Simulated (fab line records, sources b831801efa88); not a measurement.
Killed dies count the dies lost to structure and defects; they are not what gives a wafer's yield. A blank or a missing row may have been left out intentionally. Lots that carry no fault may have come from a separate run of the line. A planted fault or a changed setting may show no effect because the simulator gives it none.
Check for tools in common :: flow sky130 :: 12 lots, 36 wafers sampled

## REASON IT WAS OPENED
At SKY_METAL2_RS_MEAS_05 the reading METAL2_ALCU_RS is flagged on 2 of 12 lots. No-fault wafers: 0.1266 ohm/sq, standard deviation 0.0014.
Rule: a lot gets a flag if all its wafers with a number sit over 4 standard deviations from that mean, or if no wafer of it has a number. The rest of the lots are taken to be sound.

lot: L758
measured: day 35 14:11
on: film-metro-03
METAL2_ALCU_RS (ohm/sq), wafer by wafer: 0.1263 0.1276 0.1262
flag: 

lot: L755
measured: day 35 15:11
on: film-metro-03
METAL2_ALCU_RS (ohm/sq), wafer by wafer: 0.1274 0.1276 0.1267
flag: 

lot: L757
measured: day 35 15:20
on: film-metro-04
METAL2_ALCU_RS (ohm/sq), wafer by wafer: 0.1240 0.1274 0.1271
flag: 

lot: L759
measured: day 35 16:09
on: film-metro-04
METAL2_ALCU_RS (ohm/sq), wafer by wafer: 0.1283 0.1288 0.1269
flag: 

lot: L760
measured: day 35 19:26
on: film-metro-03
METAL2_ALCU_RS (ohm/sq), wafer by wafer: 0.1256 0.1246 0.1245
flag: 

lot: L762
measured: day 36 09:13
on: film-metro-03
METAL2_ALCU_RS (ohm/sq), wafer by wafer: 0.1265 0.1264 0.1272
flag: 

lot: L763
measured: day 36 20:52
on: film-metro-03
METAL2_ALCU_RS (ohm/sq), wafer by wafer: 0.1290 0.1269 0.1276
flag: 

lot: L766
measured: day 37 11:30
on: film-metro-04
METAL2_ALCU_RS (ohm/sq), wafer by wafer: 0.1270 0.1271 0.1268
flag: 

lot: L767
measured: day 38 10:25
on: film-metro-03
METAL2_ALCU_RS (ohm/sq), wafer by wafer: 0.1242 0.1242 0.1259
flag: 

lot: L768
measured: day 39 11:05
on: film-metro-03
METAL2_ALCU_RS (ohm/sq), wafer by wafer: 0.1277 0.1276 0.1272
flag: 

lot: L774
measured: day 40 07:55
on: film-metro-01
METAL2_ALCU_RS (ohm/sq), wafer by wafer: 0.1450 0.1441 0.1443
flag: FLAGGED

lot: L775
measured: day 40 14:56
on: film-metro-01
METAL2_ALCU_RS (ohm/sq), wafer by wafer: 0.1449 0.1427 0.1451
flag: FLAGGED
The numbers of the flagged lots are 0.1444 ohm/sq on average: +0.0178 ohm/sq against the usual, or +13 standard deviations.

## WHICH TOOL RAN EACH LOT
The record holds 3 process steps before the reading, out of a route of 708 steps. Every cell lists first the tool, next ch and the chambers used by the sampled wafers, and last the start.
lot: L758
flag: 
SKY_METAL2_SPUTTER_00: pvd-sputter-04, day 35 14:01
SKY_METAL2_SPUTTER_02: pvd-sputter-04, day 35 14:04
SKY_METAL2_SPUTTER_03: pvd-sputter-04, day 35 14:05

lot: L755
flag: 
SKY_METAL2_SPUTTER_00: pvd-sputter-04, day 35 15:01
SKY_METAL2_SPUTTER_02: pvd-sputter-04, day 35 15:04
SKY_METAL2_SPUTTER_03: pvd-sputter-04, day 35 15:05

lot: L757
flag: 
SKY_METAL2_SPUTTER_00: pvd-sputter-02, day 35 15:10
SKY_METAL2_SPUTTER_02: pvd-sputter-02, day 35 15:13
SKY_METAL2_SPUTTER_03: pvd-sputter-02, day 35 15:14

lot: L759
flag: 
SKY_METAL2_SPUTTER_00: pvd-sputter-02, day 35 16:01
SKY_METAL2_SPUTTER_02: pvd-sputter-02, day 35 16:04
SKY_METAL2_SPUTTER_03: pvd-sputter-02, day 35 16:05

lot: L760
flag: 
SKY_METAL2_SPUTTER_00: pvd-sputter-04, day 35 19:16
SKY_METAL2_SPUTTER_02: pvd-sputter-04, day 35 19:19
SKY_METAL2_SPUTTER_03: pvd-sputter-04, day 35 19:20

lot: L762
flag: 
SKY_METAL2_SPUTTER_00: pvd-sputter-04, day 36 09:02
SKY_METAL2_SPUTTER_02: pvd-sputter-04, day 36 09:05
SKY_METAL2_SPUTTER_03: pvd-sputter-04, day 36 09:06

lot: L763
flag: 
SKY_METAL2_SPUTTER_00: pvd-sputter-03, day 36 20:43
SKY_METAL2_SPUTTER_02: pvd-sputter-03, day 36 20:46
SKY_METAL2_SPUTTER_03: pvd-sputter-03, day 36 20:47

lot: L766
flag: 
SKY_METAL2_SPUTTER_00: pvd-sputter-04, day 37 11:20
SKY_METAL2_SPUTTER_02: pvd-sputter-04, day 37 11:23
SKY_METAL2_SPUTTER_03: pvd-sputter-04, day 37 11:25

lot: L767
flag: 
SKY_METAL2_SPUTTER_00: pvd-sputter-04, day 38 10:15
SKY_METAL2_SPUTTER_02: pvd-sputter-04, day 38 10:18
SKY_METAL2_SPUTTER_03: pvd-sputter-04, day 38 10:20

lot: L768
flag: 
SKY_METAL2_SPUTTER_00: pvd-sputter-03, day 39 10:56
SKY_METAL2_SPUTTER_02: pvd-sputter-03, day 39 10:59
SKY_METAL2_SPUTTER_03: pvd-sputter-03, day 39 11:01

lot: L774
flag: FLAGGED
SKY_METAL2_SPUTTER_00: pvd-sputter-04, day 40 07:46
SKY_METAL2_SPUTTER_02: pvd-sputter-04, day 40 07:49
SKY_METAL2_SPUTTER_03: pvd-sputter-04, day 40 07:50

lot: L775
flag: FLAGGED
SKY_METAL2_SPUTTER_00: pvd-sputter-04, day 40 14:47
SKY_METAL2_SPUTTER_02: pvd-sputter-04, day 40 14:50
SKY_METAL2_SPUTTER_03: pvd-sputter-04, day 40 14:51
These steps, and what they do:
- SKY_METAL2_SPUTTER_00: material Ti, target thk 15 nm, time 10 s.
- SKY_METAL2_SPUTTER_02: material AlCu, target thk 250 nm, time 13.3 s.
- SKY_METAL2_SPUTTER_03: material Ti, target thk 5 nm, time 3.3 s.
- SKY_METAL2_RS_MEAS_05: measures by four-point-probe.

## FLAGGED OVER TOTAL, TOOL BY TOOL (the gauges that took the reading come last)
step: SKY_METAL2_SPUTTER_00
tool: pvd-sputter-02
lots run: 2
flagged: 0
share of the flagged lots: none
sound lots run after its first flagged lot: -

step: SKY_METAL2_SPUTTER_00
tool: pvd-sputter-03
lots run: 2
flagged: 0
share of the flagged lots: none
sound lots run after its first flagged lot: -

step: SKY_METAL2_SPUTTER_00
tool: pvd-sputter-04
lots run: 8
flagged: 2
share of the flagged lots: all
sound lots run after its first flagged lot: 0

step: SKY_METAL2_SPUTTER_02
tool: pvd-sputter-02
lots run: 2
flagged: 0
share of the flagged lots: none
sound lots run after its first flagged lot: -

step: SKY_METAL2_SPUTTER_02
tool: pvd-sputter-03
lots run: 2
flagged: 0
share of the flagged lots: none
sound lots run after its first flagged lot: -

step: SKY_METAL2_SPUTTER_02
tool: pvd-sputter-04
lots run: 8
flagged: 2
share of the flagged lots: all
sound lots run after its first flagged lot: 0

step: SKY_METAL2_SPUTTER_03
tool: pvd-sputter-02
lots run: 2
flagged: 0
share of the flagged lots: none
sound lots run after its first flagged lot: -

step: SKY_METAL2_SPUTTER_03
tool: pvd-sputter-03
lots run: 2
flagged: 0
share of the flagged lots: none
sound lots run after its first flagged lot: -

step: SKY_METAL2_SPUTTER_03
tool: pvd-sputter-04
lots run: 8
flagged: 2
share of the flagged lots: all
sound lots run after its first flagged lot: 0

step: SKY_METAL2_RS_MEAS_05
tool: film-metro-01
lots run: 2
flagged: 2
share of the flagged lots: all
sound lots run after its first flagged lot: 0

step: SKY_METAL2_RS_MEAS_05
tool: film-metro-03
lots run: 7
flagged: 0
share of the flagged lots: none
sound lots run after its first flagged lot: -

step: SKY_METAL2_RS_MEAS_05
tool: film-metro-04
lots run: 3
flagged: 0
share of the flagged lots: none
sound lots run after its first flagged lot: -

## THE TABLE: WHAT IT ALLOWS
4 rows of the table ran every flagged lot: pvd-sputter-04 at SKY_METAL2_SPUTTER_00, pvd-sputter-04 at SKY_METAL2_SPUTTER_02, pvd-sputter-04 at SKY_METAL2_SPUTTER_03, film-metro-01 at SKY_METAL2_RS_MEAS_05.
- pvd-sputter-04 at SKY_METAL2_SPUTTER_00 ran 8 lots, 2 of them flagged. A fault beginning between L767 (day 38 10:15), its last sound lot, and L774 (day 40 07:46), its first flagged one, fits the data.
- pvd-sputter-04 at SKY_METAL2_SPUTTER_02 ran 8 lots, 2 of them flagged. A fault beginning between L767 (day 38 10:18), its last sound lot, and L774 (day 40 07:49), its first flagged one, fits the data.
- pvd-sputter-04 at SKY_METAL2_SPUTTER_03 ran 8 lots, 2 of them flagged. A fault beginning between L767 (day 38 10:20), its last sound lot, and L774 (day 40 07:50), its first flagged one, fits the data.
- film-metro-01 at SKY_METAL2_RS_MEAS_05 ran 2 lots, 2 of them flagged. The start can't be narrowed down: in this sample, it ran no sound lot prior to its first flagged lot.
Counting lots can't tell these 2 tools apart, because each fits a fault that began at some hour. More lots, or a look at what each step does to the wafer, might.

## WHAT THE SIMULATOR HAD INSERTED
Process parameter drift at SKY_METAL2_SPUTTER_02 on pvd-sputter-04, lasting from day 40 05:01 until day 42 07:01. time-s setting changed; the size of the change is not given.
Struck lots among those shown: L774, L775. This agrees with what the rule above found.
